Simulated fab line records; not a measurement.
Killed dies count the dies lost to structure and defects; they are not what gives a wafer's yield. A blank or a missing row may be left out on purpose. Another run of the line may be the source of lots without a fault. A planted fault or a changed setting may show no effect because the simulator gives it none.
Chamber matching | flow sfq_line | cmp-02 running SFQ_TRILAYER_I6_CMP_CMP_166: 4 sister chambers
The step polishes SiO2. 4 wafers are shown with their chamber, then 9 later ones without.

## WAFERS, EACH WITH ITS CHAMBER
wafer  | chamber | motor_current_A (A)
L899.5 | 1       | 10.5
L909.1 | 2       | 9.3
L909.3 | 0       | 10.0
L909.4 | 3       | 12.3

## WAFERS WHOSE CHAMBER IS MISSING
wafer  | motor_current_A (A)
L915.3 | 11.7
L915.4 | 9.2
L915.6 | 10.5
L918.3 | 9.6
L918.4 | 9.9
L918.5 | 10.0
L919.1 | 9.2
L919.2 | 12.2
L919.3 | 9.8

## CHAMBER TAKEN BY EACH
wafer  | from the rows above     | in truth
L915.3 | 3                       | 3
L915.4 | 2                       | 2
L915.6 | 1                       | 1
L918.3 | can't be placed: 2 or 0 | 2
L918.4 | 0                       | 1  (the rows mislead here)
L918.5 | 0                       | 0
L919.1 | 2                       | 2
L919.2 | 3                       | 3
L919.3 | can't be placed: 0 or 2 | 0
6 of 9 placed correctly. Can't be placed from these rows: 2 (the true chamber is among the candidates in 2). Wrongly placed: 1.
How it was worked out, from the rows above alone: a wafer's distance from a chamber is the root of the sum, over the readings, of the square of ((its reading less the chamber's mean) divided by the reading's scatter). The wafer belongs to the nearest chamber; if the next one is less than 2 further off, it can't be placed. Each chamber's mean is taken over the wafers shown for it. The scatter: root of mean squared gap, hidden wafer to nearest shown wafer, with one shown wafer a chamber.
